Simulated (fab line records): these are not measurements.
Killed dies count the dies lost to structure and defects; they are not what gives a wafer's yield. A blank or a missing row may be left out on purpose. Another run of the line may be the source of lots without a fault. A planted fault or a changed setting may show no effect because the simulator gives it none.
fab line records -- flow sky130
record: lots: 11, wafers: 33, last_day: 50
route steps=708 shown POLY_CUT@316 SD_P@329 RES_XHIGH@341 PAD_OPEN@708
lots with no fault: from the same line, run without faults
start_h: start of the lot's first displayed wafer, in hours after the record's first day -- wait_h: how many hours have passed since the lot's step before this one -- " same as the row above -- L1.1+2: a row that stands for several wafers -- - no value, or no start given -- * or withheld: withheld -- < > ~ a bound
route shown NAME@n: a module of which the file shows steps, and the number in the route of the first -- usual: mean/standard deviation of fault-free wafers -- same: alike in all rows -- chamber/n: place in a boat -- sites: each site's reading -- _std_site: standard deviation of those values -- _edge_site: the outer-site mean with the inner-site mean subtracted -- radius_mm: how far each site lies from the wafer's centre -- mask NAME#n: copy n -- behind: the tool/chamber that last shaped the wafer -- hold: reason for holding the lot/hours on hold/outcome of the hold -- device: names the non-switching transistor (n, p or np) -- end of line: tests of these same wafers at the route's end -- where a step has no rows: the recipe by itself -- killed: dies lost to structure and defects at the first sort, not the wafer's yield -- map: a wafer's dies, marking killed ones x, the rest . and places with no die _
set.NAME: the run value of the setting; set.NAME@STEP: its run value at that earlier step -- model.NAME: the simulator's own value behind a step, which no gauge read
one table for each step of the route and one row for each wafer, over a sample of lots
services: a tool's chamber out of use, with start hour (start_h, from the record's first day; less than 0 if before it), hours out, and reason
== steps ==
step: SKY_POLY_CUT_OVL_MEAS_09
usual: POLY_CUT_OVL: -2/6
lot.wafer,tool,chamber,start_h,wait_h,POLY_CUT_OVL[nm]
L278.3,overlay-01,-,608.47,0.1,9
L278.5,overlay-01,-,608.47,0.1,11
L278.6,overlay-01,-,608.47,0.1,3
L280.1,overlay-01,-,619.08,0.1,-5
L280.2,overlay-01,-,619.08,0.1,-2
L280.5,overlay-01,-,619.08,0.1,-8
L279.2,overlay-02,-,620.34,0.1,-8
L279.3,overlay-02,-,620.34,0.1,-3
L279.5,overlay-02,-,620.34,0.1,-4
L281.1,overlay-01,-,623.98,0.1,4
L281.4,overlay-01,-,623.98,0.1,-6
L281.6,overlay-01,-,623.98,0.1,-6
L283.3,overlay-01,-,637.62,0.1,-5
L283.4,overlay-01,-,637.62,0.1,0
L283.5,overlay-01,-,637.62,0.1,-7
L285.2,overlay-02,-,657.34,0.1,1
L285.3,overlay-02,-,657.34,0.1,-2
L285.6,overlay-02,-,657.34,0.1,9
L284.2,overlay-01,-,657.99,0.1,5
L284.3,overlay-01,-,657.99,0.1,-8
L284.6,overlay-01,-,657.99,0.1,-6
L286.1,overlay-02,-,661.71,0.1,4
L286.4,overlay-02,-,661.71,0.1,-5
L286.6,overlay-02,-,661.71,0.1,-2
L287.2,overlay-02,-,668.44,0.1,2
L287.4,overlay-02,-,668.44,0.1,3
L287.6,overlay-02,-,668.44,0.1,1
L291.1,overlay-02,-,700.76,0.1,-4
L291.2,overlay-02,-,700.76,0.1,-1
L291.4,overlay-02,-,700.76,0.1,-1
L297.1,overlay-02,-,751.51,0.1,-8
L297.2,overlay-02,-,751.51,0.1,1
L297.6,overlay-02,-,751.51,0.1,-1
step: SKY_SD_P_IMPLANT_09
recipe: species: BF2, energy_kev: 20, dose_cm2: 3e+15, tilt_deg: 0
lot.wafer,tool,chamber,start_h,wait_h
L278.3+5+6,implanter-03,0,637.22,0.1
L280.1+2+5,implanter-04,0,648.32,0.0
L279.2+3+5,implanter-03,0,649.55,0.0
L281.1+4+6,implanter-04,0,652.80,0.0
L283.3+4+5,implanter-03,0,666.67,0.1
L283.3+4+5,implanter-03,0,666.98,0.3
L285.2+3+6,implanter-04,0,685.44,0.0
L284.2+3+6,implanter-04,0,685.97,0.0
L286.1+4+6,implanter-03,0,689.77,0.0
L286.1+4+6,implanter-03,0,690.08,0.3
L287.2+4+6,implanter-04,0,696.87,0.0
L287.2+4+6,implanter-04,0,697.19,0.3
L291.1+2+4,implanter-04,0,728.62,0.0
L297.1+2+6,implanter-04,0,778.87,0.0
step: SKY_SD_P_STRIP_10
recipe: chemistry: O2/N2, power_w: 1400, pressure_mtorr: 1500, platen_temp_c: withheld, o2_flow_sccm: 3000, n2_flow_sccm: 300, overash_fraction: 0.5
usual: drypump_motor_current_A: 5.6/0.32, oes_product_au: 0.618/0.0041, strip_time_to_endpoint_s: 17.52/0.035
lot.wafer,tool,chamber,start_h,wait_h,drypump_motor_current_A,oes_product_au,rf_hours_counter_h,strip_time_to_endpoint_s
L278.3,plasma_asher-04,1,637.35,0.1,5.9,0.617,-,17.55
L278.5,plasma_asher-04,0,637.35,0.1,5.2,0.623,-,17.50
L278.6,plasma_asher-04,1,637.35,0.1,5.9,0.619,-,17.49
L280.1,plasma_asher-04,1,648.47,0.1,5.9,0.619,22,17.54
L280.2,plasma_asher-04,0,648.47,0.1,5.2,0.616,22,17.57
L280.5,plasma_asher-04,0,648.47,0.1,5.2,0.612,-,17.53
L279.2,plasma_asher-04,0,649.67,0.1,5.2,0.616,22,17.49
L279.3,plasma_asher-04,1,649.67,0.1,5.9,0.617,-,17.47
L279.5,plasma_asher-04,1,649.67,0.1,5.9,0.610,-,17.50
L281.1,plasma_asher-03,1,652.95,0.1,5.3,0.626,92,17.49
L281.4,plasma_asher-03,0,652.95,0.1,5.2,0.622,-,17.55
L281.6,plasma_asher-03,1,652.95,0.1,5.3,0.615,-,17.56
L283.3,plasma_asher-02,1,667.12,0.1,5.7,0.586,-,18.98
L283.4,plasma_asher-02,0,667.12,0.1,5.9,0.586,-,18.97
L283.5,plasma_asher-02,1,667.12,0.1,5.7,0.592,-,18.97
L285.2,plasma_asher-02,0,685.57,0.1,6.0,0.619,58,17.49
L285.3,plasma_asher-02,1,685.57,0.1,5.7,0.623,-,17.49
L285.6,plasma_asher-02,1,685.57,0.1,5.7,0.621,-,17.49
L284.2,plasma_asher-02,1,686.10,0.1,5.7,0.616,59,17.50
L284.3,plasma_asher-02,1,686.10,0.1,5.8,0.621,-,17.50
L284.6,plasma_asher-02,0,686.10,0.1,6.0,0.615,-,17.50
L286.1,plasma_asher-03,1,690.23,0.1,5.3,0.595,96,18.99
L286.4,plasma_asher-03,0,690.23,0.1,5.2,0.593,-,18.90
L286.6,plasma_asher-03,0,690.23,0.1,5.3,0.593,-,18.96
L287.2,plasma_asher-03,1,697.32,0.1,5.3,0.586,97,18.93
L287.4,plasma_asher-03,1,697.32,0.1,5.3,0.588,-,18.89
L287.6,plasma_asher-03,1,697.32,0.1,5.3,0.590,-,18.91
L291.1,plasma_asher-02,0,728.77,0.1,6.0,0.614,64,17.50
L291.2,plasma_asher-02,1,728.77,0.1,5.7,0.618,64,17.49
L291.4,plasma_asher-02,1,728.77,0.1,5.7,0.615,-,17.46
L297.1,plasma_asher-03,1,779.02,0.1,5.3,0.616,4,17.46
L297.2,plasma_asher-03,0,779.02,0.1,5.2,0.617,4,17.50
L297.6,plasma_asher-03,0,779.02,0.1,5.3,0.614,-,17.49
step: SKY_SD_P_TW_MEAS_11
usual: SD_P_TW: 2869/43
lot.wafer,tool,chamber,start_h,wait_h,SD_P_TW
L278.3,film_metro-01,-,637.44,0.1,2927
L278.5,film_metro-01,-,637.44,0.1,2918
L278.6,film_metro-01,-,637.44,0.1,2917
L280.1,film_metro-01,-,648.57,0.1,2923
L280.2,film_metro-01,-,648.57,0.1,2911
L280.5,film_metro-01,-,648.57,0.1,2925
L279.2,film_metro-01,-,649.78,0.1,2917
L279.3,film_metro-01,-,649.78,0.1,2916
L279.5,film_metro-01,-,649.78,0.1,2925
L281.1,film_metro-04,-,653.05,0.1,2829
L281.4,film_metro-04,-,653.05,0.1,2837
L281.6,film_metro-04,-,653.05,0.1,2820
L283.3,film_metro-02,-,667.20,0.1,3170
L283.4,film_metro-02,-,667.20,0.1,3158
L283.5,film_metro-02,-,667.20,0.1,3170
L285.2,film_metro-02,-,685.68,0.1,2843
L285.3,film_metro-02,-,685.68,0.1,2861
L285.6,film_metro-02,-,685.68,0.1,2847
L284.2,film_metro-04,-,686.21,0.1,2837
L284.3,film_metro-04,-,686.21,0.1,2841
L284.6,film_metro-04,-,686.21,0.1,2843
L286.1,film_metro-01,-,690.33,0.1,3191
L286.4,film_metro-01,-,690.33,0.1,3214
L286.6,film_metro-01,-,690.33,0.1,3194
L287.2,film_metro-01,-,697.43,0.1,3226
L287.4,film_metro-01,-,697.43,0.1,3238
L287.6,film_metro-01,-,697.43,0.1,3231
L291.1,film_metro-04,-,728.87,0.1,2818
L291.2,film_metro-04,-,728.87,0.1,2818
L291.4,film_metro-04,-,728.87,0.1,2834
L297.1,film_metro-02,-,779.12,0.1,2856
L297.2,film_metro-02,-,779.12,0.1,2848
L297.6,film_metro-02,-,779.12,0.1,2844
step: SKY_RES_XHIGH_TW_MEAS_09
usual: RES_XHIGH_TW: 1652/18
lot.wafer,tool,chamber,start_h,wait_h,RES_XHIGH_TW
L278.3,film_metro-02,-,666.13,0.1,1653
L278.5,film_metro-02,-,666.13,0.1,1659
L278.6,film_metro-02,-,666.13,0.1,1654
L280.1,film_metro-04,-,677.11,0.1,1651
L280.2,film_metro-04,-,677.11,0.1,1646
L280.5,film_metro-04,-,677.11,0.1,1643
L279.2,film_metro-02,-,678.35,0.1,1650
L279.3,film_metro-02,-,678.35,0.1,1650
L279.5,film_metro-02,-,678.35,0.1,1655
L281.1,film_metro-04,-,681.21,0.1,1653
L281.4,film_metro-04,-,681.21,0.1,1650
L281.6,film_metro-04,-,681.21,0.1,1647
L283.3,film_metro-01,-,694.47,0.1,1691
L283.4,film_metro-01,-,694.47,0.1,1691
L283.5,film_metro-01,-,694.47,0.1,1688
L285.2,film_metro-01,-,713.17,0.1,1706
L285.3,film_metro-01,-,713.17,0.1,1693
L285.6,film_metro-01,-,713.17,0.1,1686
L284.2,film_metro-04,-,714.50,0.1,1631
L284.3,film_metro-04,-,714.50,0.1,1634
L284.6,film_metro-04,-,714.50,0.1,1643
L286.1,film_metro-04,-,717.84,0.1,1640
L286.4,film_metro-04,-,717.84,0.1,1645
L286.6,film_metro-04,-,717.84,0.1,1629
L287.2,film_metro-04,-,724.95,0.1,1637
L287.4,film_metro-04,-,724.95,0.1,1644
L287.6,film_metro-04,-,724.95,0.1,1639
L291.1,film_metro-04,-,755.54,0.1,1629
L291.2,film_metro-04,-,755.54,0.1,1627
L291.4,film_metro-04,-,755.54,0.1,1630
L297.1,film_metro-02,-,806.04,0.1,1666
L297.2,film_metro-02,-,806.04,0.1,1648
L297.6,film_metro-02,-,806.04,0.1,1661
step: SKY_SD_N_RS_MEAS_17
recipe: thk_meas_gauge: four-point-probe
usual: SD_P_RS: 147.1/0.37
lot.wafer,tool,chamber,start_h,wait_h,SD_P_RS[ohm/sq]
L278.3,film_metro-02,-,694.76,0.1,147.3
L278.5,film_metro-02,-,694.76,0.1,147.4
L278.6,film_metro-02,-,694.76,0.1,147.4
L280.1,film_metro-04,-,705.84,0.1,146.9
L280.2,film_metro-04,-,705.84,0.1,147.0
L280.5,film_metro-04,-,705.84,0.1,146.6
L279.2,film_metro-04,-,707.59,0.1,147.1
L279.3,film_metro-04,-,707.59,0.1,147.5
L279.5,film_metro-04,-,707.59,0.1,147.2
L281.1,film_metro-02,-,710.98,0.1,147.2
L281.4,film_metro-02,-,710.98,0.1,147.1
L281.6,film_metro-02,-,710.98,0.1,146.6
L283.3,film_metro-04,-,722.82,0.1,137.9
L283.4,film_metro-04,-,722.82,0.1,138.2
L283.5,film_metro-04,-,722.82,0.1,137.7
L285.2,film_metro-01,-,741.80,0.1,147.1
L285.3,film_metro-01,-,741.80,0.1,147.3
L285.6,film_metro-01,-,741.80,0.1,147.8
L284.2,film_metro-01,-,742.44,0.1,147.3
L284.3,film_metro-01,-,742.44,0.1,146.9
L284.6,film_metro-01,-,742.44,0.1,147.0
L286.1,film_metro-04,-,745.83,0.1,137.8
L286.4,film_metro-04,-,745.83,0.1,137.7
L286.6,film_metro-04,-,745.83,0.1,138.2
L287.2,film_metro-02,-,753.66,0.1,137.9
L287.4,film_metro-02,-,753.66,0.1,138.3
L287.6,film_metro-02,-,753.66,0.1,138.1
L291.1,film_metro-04,-,782.81,0.1,146.7
L291.2,film_metro-04,-,782.81,0.1,146.8
L291.4,film_metro-04,-,782.81,0.1,147.0
L297.1,film_metro-04,-,833.05,0.1,147.0
L297.2,film_metro-04,-,833.05,0.1,147.2
L297.6,film_metro-04,-,833.05,0.1,147.1
step: SKY_SD_N_RS_MEAS_18
recipe: thk_meas_gauge: four-point-probe
usual: RES_XHIGH_RS: 333.3/1.1
lot.wafer,tool,chamber,start_h,wait_h,RES_XHIGH_RS[ohm/sq]
L278.3,film_metro-02,-,694.88,0.1,333.3
L278.5,film_metro-02,-,694.88,0.1,334.4
L278.6,film_metro-02,-,694.88,0.1,334.0
L280.1,film_metro-04,-,705.96,0.1,332.1
L280.2,film_metro-04,-,705.96,0.1,332.7
L280.5,film_metro-04,-,705.96,0.1,331.7
L279.2,film_metro-04,-,707.71,0.1,333.4
L279.3,film_metro-04,-,707.71,0.1,332.6
L279.5,film_metro-04,-,707.71,0.1,333.0
L281.1,film_metro-02,-,711.10,0.1,333.4
L281.4,film_metro-02,-,711.10,0.1,333.0
L281.6,film_metro-02,-,711.10,0.1,333.6
L283.3,film_metro-04,-,722.94,0.1,333.6
L283.4,film_metro-04,-,722.94,0.1,333.7
L283.5,film_metro-04,-,722.94,0.1,333.3
L285.2,film_metro-01,-,741.92,0.1,331.6
L285.3,film_metro-01,-,741.92,0.1,332.1
L285.6,film_metro-01,-,741.92,0.1,332.5
L284.2,film_metro-01,-,742.56,0.1,336.3
L284.3,film_metro-01,-,742.56,0.1,336.6
L284.6,film_metro-01,-,742.56,0.1,334.8
L286.1,film_metro-04,-,745.95,0.1,333.0
L286.4,film_metro-04,-,745.95,0.1,333.4
L286.6,film_metro-04,-,745.95,0.1,332.5
L287.2,film_metro-02,-,753.78,0.1,333.9
L287.4,film_metro-02,-,753.78,0.1,333.3
L287.6,film_metro-02,-,753.78,0.1,333.0
L291.1,film_metro-04,-,782.93,0.1,332.8
L291.2,film_metro-04,-,782.93,0.1,333.5
L291.4,film_metro-04,-,782.93,0.1,333.2
L297.1,film_metro-04,-,833.17,0.1,335.6
L297.2,film_metro-04,-,833.17,0.1,335.6
L297.6,film_metro-04,-,833.17,0.1,336.2
step: SKY_PAD_OPEN_PROBE_99
usual: killed_at_M0_to_M3: 44/7.1, killed_at_M4_up: 3.5/2, killed_at_contacts: 24/5.3, killed_at_front_end: 15/4.8, killed_at_other: 0.1/0.35, killed_dies: 86/9.3, killed_open: 47/7.8, killed_short: 39/5.9
same: gross_dies: 492, killed_at_back_side: 0
lot.wafer,tool,chamber,start_h,wait_h,killed_at_M0_to_M3,killed_at_M4_up,killed_at_contacts,killed_at_front_end,killed_at_other,killed_dies,killed_open,killed_short
L287.2,prober-01,-,1151.38,0.1,60,6,13,12,0,91,46,45
L287.4,prober-01,-,1151.48,0.2,43,5,19,16,0,83,44,39
L287.6,prober-01,-,1151.58,0.2,57,4,24,15,0,100,46,54
killed by level:class
L287.2 VIA1:geometric_particle:open=19 VIA3:geometric_particle:open=9 METAL1:geometric_particle:short=7 METAL4:geometric_particle:short=6 VIA1:geometric_particle:short=6 CONTACT:geometric_particle:short=5 METAL2:geometric_particle:short=5 VIA2:geometric_particle:open=5
L287.4 METAL1:geometric_particle:short=11 VIA1:geometric_particle:open=9 CONTACT:geometric_particle:open=8 VIA2:geometric_particle:open=7 FIELD_ISO:geometric_particle:open=6 POLY_GATE:geometric_particle:short=5 CONTACT:geometric_particle:short=5 VIA1:geometric_particle:short=5
L287.6 VIA1:geometric_particle:open=12 CONTACT:geometric_particle:open=9 VIA3:geometric_particle:open=8 METAL3:geometric_particle:short=7 LOCAL_INTERCONNECT:geometric_particle:short=6 METAL1:geometric_particle:short=6 POLY_GATE:geometric_particle:short=5 VIA3:geometric_particle:short=5
== services ==
tool,chamber,start_h,hours,kind
plasma_asher-03,-,624.80,6.1,repair
plasma_asher-03,-,626.74,1.1,repair
implanter-04,-,640.14,0.6,repair
implanter-04,-,659.48,2.4,repair
implanter-04,-,668.94,2.1,repair
implanter-03,-,685.87,1.5,repair
plasma_asher-04,-,698.24,14.6,pm
implanter-04,-,705.93,1.8,repair
plasma_asher-04,-,724.69,11.8,repair
plasma_asher-03,-,733.75,9.0,pm
plasma_asher-03,0,733.75,9.0,vent_cycle
plasma_asher-03,1,733.75,9.0,vent_cycle
plasma_asher-03,0,742.75,-,clean
plasma_asher-03,1,742.75,-,clean
plasma_asher-02,-,747.11,0.4,repair
implanter-03,-,749.60,3.8,pm
implanter-03,-,759.54,1.3,repair
plasma_asher-04,-,772.67,2.8,pm
== key ==
first_sign: step: SKY_SD_P_IMPLANT_09, reading: visit, direction: added
effect: step: SKY_SD_P_STRIP_10, reading: strip_time_to_endpoint_s, direction: up, sigmas: 41, usual: *, struck: *
effect: step: SKY_SD_P_TW_MEAS_11, reading: SD_P_TW, direction: up, sigmas: 7.6, usual: 2869, struck: 3199
effect: step: SKY_SD_N_RS_MEAS_17, reading: SD_P_RS, direction: down, sigmas: 24, usual: 147.1, struck: 138.0
met_at SKY_SD_P_IMPLANT_09
struck_lots L283,L286,L287
tester_left_out L283,L286,L287
not_acting_at SKY_POLY_CUT_OVL_MEAS_09,SKY_RES_XHIGH_TW_MEAS_09,SKY_SD_N_RS_MEAS_18
fault: kind: repeated_step_whole, tool: implanter-02,implanter-03,implanter-04, chamber: -, onset_h: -, steps: SKY_SD_P_IMPLANT_09, times: 1, scope: struck_lots_only
tester_left_out: of these lots the tester's yield and bins aren't shown, on N5 and GAA mostly nor the transistor test; their killed dies are dies lost to structure and defects alone, not to doping, threshold or leakage, so they don't give the yield
